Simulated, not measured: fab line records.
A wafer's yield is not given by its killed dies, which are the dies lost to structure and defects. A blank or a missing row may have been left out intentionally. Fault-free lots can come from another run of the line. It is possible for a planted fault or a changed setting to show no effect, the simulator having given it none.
Problem report, 8D (eight disciplines) form, completed by code | flow sky130 | the parts of the form that need people (team, actions taken, sign-off) are left out

1. WHAT WENT WRONG
Wafers with no fault read 1200 W with a standard deviation of 3.9, whereas biasW at SKY_VIA1_ETCH_15 reads a mean of 1141 W on 1 wafer of 1 lot. That is -15 standard deviations from the usual mean.
The step: etches SiO2 in C4F8/O2/Ar, stops on TiN, target depth 351 nm, time 54 s.
The first sign was on wafer L339.2 at day 38 03:22, on rieDiel-03. The record has a number at this step for 15 wafers belonging to 5 lots. Rule for "out" (also "out of limits"): further than 4 standard deviations from the usual mean. Any other wafer with a number is counted as sound.

2. WHAT IT IS, WHAT IT ISN'T
question                    | is                | is not
which readings at this step | biasW             | oesProductAu
which lots                  | L339              | L331, L332, L343, L349
which wafers of those lots  | L339.2            | L339.4, L339.6
read on which tools         | rieDiel-03        | rieDiel-01, rieDiel-02
when                        | from day 38 03:22 | up to then (8 sound wafers); but 6 sound wafers of L343, L349 came after

3. THE SUSPECTS, EACH WITH WHAT RULES IT OUT
Counting: any tool at a process step up to the reading remains a suspect provided it ran every lot that is out. Sound lots after the first of them don't rule it out here, since some wafers of a struck lot are sound.
- rieDiel-03 at SKY_VIA1_ETCH_14 (etches BARC in N2/H2, stops on SiO2, time 45.9 s, target depth 60 nm): kept. L339, the lot that is out, went through it at day 38 03:19; up to then, the latest sound lot through it was L332 at day 35 22:43.
- rieDiel-03 at SKY_VIA1_ETCH_15 (etches SiO2 in C4F8/O2/Ar, stops on TiN, target depth 351 nm, time 54 s): kept. L339, the lot that is out, went through it at day 38 03:22; up to then, the latest sound lot through it was L332 at day 35 22:46. On those wafers its own readings are out: biasW.
- At SKY_VIA1_ETCH_14, inside rieDiel-03: chamber 2 took the wafers that are out, while their sound lot-mates went through chambers 1, 3.
- At SKY_VIA1_ETCH_15, inside rieDiel-03: chamber 2 took the wafers that are out, while their sound lot-mates went through chambers 1, 3.
Left after counting: rieDiel-03 at SKY_VIA1_ETCH_14, rieDiel-03 at SKY_VIA1_ETCH_15.

4. THE CAUSE (what the simulator had put in)
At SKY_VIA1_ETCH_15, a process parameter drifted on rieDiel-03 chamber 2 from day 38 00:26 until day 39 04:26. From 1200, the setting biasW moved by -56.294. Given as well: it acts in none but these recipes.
Counting leaves 2 suspects; this tool is one of them.

5. SEQUENCE OF EFFECTS, ordered by route
One row per reading whose mean, taken over the struck wafers that have a number, lies over 3 standard deviations from the usual. Only readings whose record carries a usual standard deviation are examined. hours: median over the lots of the time between each lot's start at the first step of this table that gives one and its start at this step. sigmas: the change, counted in usual standard deviations.
hours | step             | reading | usual  | on struck wafers | change | sigmas
0     | SKY_VIA1_ETCH_15 | biasW   | 1200 W | 1141             | -59    | -15
The process steps in it:
- SKY_VIA1_ETCH_15: etches SiO2 in C4F8/O2/Ar, stops on TiN, target depth 351 nm, time 54 s.

6. HOW IT WOULD HAVE BEEN CAUGHT EARLIER
First out-of-limits reading in this record: day 38 03:22, which is 3 hours after fault onset at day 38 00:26.
